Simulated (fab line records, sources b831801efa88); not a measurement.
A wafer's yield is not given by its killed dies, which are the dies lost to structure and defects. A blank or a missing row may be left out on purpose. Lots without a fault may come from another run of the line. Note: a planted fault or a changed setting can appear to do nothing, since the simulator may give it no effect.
fab line records + flow sky130
[record]
- lots = 15
- wafers = 45
- last_day = 50
route steps=708 shown VIA2@516
lots that met no fault: taken from a fault-free run of the same line
start_h: start of the lot's first displayed wafer, in hours after the record's first day + wait_h: hours elapsed since this lot's preceding step + " identical to the entry in the row above + L1.1+2: a single row standing in for several wafers + - no value present, or no start provided + * or withheld: withheld + < > ~ a bound
route shown NAME@n: NAME is a module with steps in the file, n the number in the route of the first one + usual: average and standard deviation across the fault-free wafers + same: alike in all rows + chamber/n: place in a boat + sites: the reading at each site + _std_site: the standard deviation of these + _edge_site: inner sites' mean taken away from outer sites' mean + radius_mm: for every site, how far away it sits from the centre of the wafer + mask NAME#n: copy n + behind: tool/chamber where the wafer was last shaped + hold: the reason the lot was held/the length of the hold in hours/how it ended + device: which transistor (n, p or np) failed to switch + end of line: tests run on the same wafers once the route is complete + a step given without rows: its recipe and nothing more + killed: at the first sort, the dies lost to defects and structure; wafer yield is something else + map: the dies of a wafer, with x for killed, . for not killed, _ for no die there
set.NAME: the setting that was run; set.NAME@STEP: the one run at that earlier step + model.NAME: the simulator's own value behind a step, which no gauge read
steps of the route over a sample of lots; a table a step, a row a wafer
services: when a tool's chamber went out of use (start_h, in hours from the record's first day, below 0 if earlier), for how many hours, and the reason
[[steps]]
[step SKY_VIA2_EXPOSE_09]
[recipe]
- mask_id = VIM2
- na = 0.8
- source_shape = annular
- sigma_inner = 0.55
- sigma_outer = 0.85
- target_cd_nm = 200
- dose_mj = 38
[usual]
- reticle_temp_C = 23.00/0.11
[same]
- sigma_inner = 0.55
| lot.wafer | tool           | chamber | start_h | wait_h | mask   | reticle_temp_C |
|-----------|----------------|---------|---------|--------|--------|----------------|
| L669.2    | krf_scanner-01 | 0       | 857.25  | -      | VIM2#0 | 23.10          |
| L669.4    | "              | 0       | "       | "      | VIM2#0 | 23.28          |
| L669.6    | "              | 0       | "       | "      | VIM2#0 | 23.24          |
| L670.1    | krf_scanner-01 | 0       | 870.04  | -      | VIM2#0 | 22.99          |
| L670.5    | "              | 0       | "       | "      | VIM2#0 | 22.86          |
| L670.6    | "              | 0       | "       | "      | VIM2#0 | 23.01          |
| L671.1    | krf_scanner-01 | 0       | 872.14  | -      | VIM2#0 | 23.06          |
| L671.3    | "              | 0       | "       | "      | VIM2#0 | 23.08          |
| L671.4    | "              | 0       | "       | "      | VIM2#0 | 23.00          |
| L672.3    | krf_scanner-01 | 0       | 882.37  | -      | VIM2#0 | 22.98          |
| L672.4    | "              | 0       | "       | "      | VIM2#0 | 22.98          |
| L672.5    | "              | 0       | "       | "      | VIM2#0 | 22.93          |
| L674.3    | krf_scanner-01 | 0       | 891.07  | -      | VIM2#0 | 22.88          |
| L674.4    | "              | 0       | "       | "      | VIM2#0 | 23.00          |
| L674.6    | "              | 0       | "       | "      | VIM2#0 | 22.99          |
| L675.2    | krf_scanner-01 | 0       | 912.65  | -      | VIM2#0 | 23.07          |
| L675.4    | "              | 0       | "       | "      | VIM2#0 | 23.07          |
| L675.5    | "              | 0       | "       | "      | VIM2#0 | 22.92          |
| L677.2    | krf_scanner-02 | 0       | 923.78  | -      | VIM2#0 | 23.00          |
| L677.4    | "              | 0       | "       | "      | VIM2#0 | 22.87          |
| L677.6    | "              | 0       | "       | "      | VIM2#0 | 23.00          |
| L678.1    | krf_scanner-01 | 0       | 929.21  | -      | VIM2#0 | 22.78          |
| L678.4    | "              | 0       | "       | "      | VIM2#0 | 22.98          |
| L678.5    | "              | 0       | "       | "      | VIM2#0 | 22.85          |
| L679.4    | krf_scanner-02 | 0       | 935.77  | -      | VIM2#0 | 23.28          |
| L679.5    | "              | 0       | "       | "      | VIM2#0 | 23.12          |
| L679.6    | "              | 0       | "       | "      | VIM2#0 | 23.10          |
| L680.4    | krf_scanner-01 | 0       | 944.22  | -      | VIM2#0 | 22.97          |
| L680.5    | "              | 0       | "       | "      | VIM2#0 | 22.95          |
| L680.6    | "              | 0       | "       | "      | VIM2#0 | 22.90          |
| L683.2    | krf_scanner-02 | 0       | 963.48  | -      | VIM2#0 | 22.91          |
| L683.5    | "              | 0       | "       | "      | VIM2#0 | 22.90          |
| L683.6    | "              | 0       | "       | "      | VIM2#0 | 22.82          |
| L684.4    | krf_scanner-02 | 0       | 971.60  | -      | VIM2#0 | 22.89          |
| L684.5    | "              | 0       | "       | "      | VIM2#0 | 23.01          |
| L684.6    | "              | 0       | "       | "      | VIM2#0 | 23.09          |
| L685.1    | krf_scanner-02 | 0       | 980.98  | -      | VIM2#0 | 22.89          |
| L685.2    | "              | 0       | "       | "      | VIM2#0 | 22.93          |
| L685.5    | "              | 0       | "       | "      | VIM2#0 | 23.08          |
| L689.1    | krf_scanner-01 | 0       | 993.48  | -      | VIM2#0 | 22.95          |
| L689.4    | "              | 0       | "       | "      | VIM2#0 | 23.03          |
| L689.5    | "              | 0       | "       | "      | VIM2#0 | 22.96          |
| L688.2    | krf_scanner-01 | 0       | 997.25  | -      | VIM2#0 | 22.85          |
| L688.3    | "              | 0       | "       | "      | VIM2#0 | 23.01          |
| L688.4    | "              | 0       | "       | "      | VIM2#0 | 22.91          |
[step SKY_VIA2_OVL_MEAS_13]
[usual]
- VIA2_OVL = -2/5
| lot.wafer | tool       | chamber | start_h | wait_h | VIA2_OVL[nm] |
|-----------|------------|---------|---------|--------|--------------|
| L669.2    | overlay-01 | -       | 870.52  | 0.1    | -2           |
| L669.4    | "          | -       | "       | "      | -5           |
| L669.6    | "          | -       | "       | "      | -1           |
| L670.1    | overlay-02 | -       | 882.20  | 0.1    | -1           |
| L670.5    | "          | -       | "       | "      | -9           |
| L670.6    | "          | -       | "       | "      | -6           |
| L671.1    | overlay-02 | -       | 884.26  | 0.1    | 4            |
| L671.3    | "          | -       | "       | "      | -6           |
| L671.4    | "          | -       | "       | "      | 0            |
| L672.3    | overlay-02 | -       | 894.76  | 0.1    | -8           |
| L672.4    | "          | -       | "       | "      | 2            |
| L672.5    | "          | -       | "       | "      | -6           |
| L674.3    | overlay-02 | -       | 903.61  | 0.1    | -5           |
| L674.4    | "          | -       | "       | "      | -6           |
| L674.6    | "          | -       | "       | "      | -7           |
| L675.2    | overlay-02 | -       | 924.87  | 0.1    | -3           |
| L675.4    | "          | -       | "       | "      | 1            |
| L675.5    | "          | -       | "       | "      | -1           |
| L677.2    | overlay-01 | -       | 936.06  | 0.1    | 9            |
| L677.4    | "          | -       | "       | "      | 7            |
| L677.6    | "          | -       | "       | "      | 12           |
| L678.1    | overlay-01 | -       | 940.70  | 0.1    | -2           |
| L678.4    | "          | -       | "       | "      | 2            |
| L678.5    | "          | -       | "       | "      | 2            |
| L679.4    | overlay-02 | -       | 948.45  | 0.1    | -2           |
| L679.5    | "          | -       | "       | "      | -11          |
| L679.6    | "          | -       | "       | "      | -8           |
| L680.4    | overlay-02 | -       | 956.17  | 0.1    | -2           |
| L680.5    | "          | -       | "       | "      | -11          |
| L680.6    | "          | -       | "       | "      | -2           |
| L683.2    | overlay-02 | -       | 975.86  | 0.1    | 15           |
| L683.5    | "          | -       | "       | "      | 20           |
| L683.6    | "          | -       | "       | "      | 11           |
| L684.4    | overlay-02 | -       | 983.27  | 0.1    | 23           |
| L684.5    | "          | -       | "       | "      | 24           |
| L684.6    | "          | -       | "       | "      | 18           |
| L685.1    | overlay-01 | -       | 991.76  | 0.1    | 31           |
| L685.2    | "          | -       | "       | "      | 31           |
| L685.5    | "          | -       | "       | "      | 31           |
| L689.1    | overlay-01 | -       | 1005.35 | 0.1    | 3            |
| L689.4    | "          | -       | "       | "      | -4           |
| L689.5    | "          | -       | "       | "      | 2            |
| L688.2    | overlay-01 | -       | 1008.71 | 0.1    | 2            |
| L688.3    | "          | -       | "       | "      | -6           |
| L688.4    | "          | -       | "       | "      | -2           |
[[services]]
| tool           | chamber | start_h | hours | kind        |
|----------------|---------|---------|-------|-------------|
| krf_scanner-02 | -       | 835.42  | 1.3   | pm          |
| krf_scanner-02 | -       | 854.06  | 0.8   | pm          |
| krf_scanner-02 | -       | 861.25  | 30.1  | repair      |
| krf_scanner-02 | -       | 891.35  | 1.0   | pm          |
| krf_scanner-01 | -       | 897.64  | 1.3   | pm          |
| krf_scanner-01 | 0       | 900.19  | -     | calibration |
| krf_scanner-01 | -       | 919.78  | 3.6   | pm          |
| krf_scanner-02 | 0       | 922.29  | -     | calibration |
| krf_scanner-01 | -       | 937.55  | 1.0   | pm          |
| krf_scanner-01 | -       | 961.39  | 0.8   | pm          |
| krf_scanner-02 | -       | 972.16  | 4.4   | pm          |
[[key]]
[first_sign]
- step = SKY_VIA2_OVL_MEAS_13
- reading = VIA2_OVL
- direction = up
- sigmas = 4.9
- usual = -2
- struck = 23
effect none on later readings
met_at SKY_VIA2_EXPOSE_09
struck_lots L683,L684,L685
onset_between 935.77 963.48
[fault]
- kind = scanner_matching_overlay
- tool = krf_scanner-02
- chamber = -
- onset_h = 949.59
- steps = SKY_VIA2_EXPOSE_09
- offset = 28.632
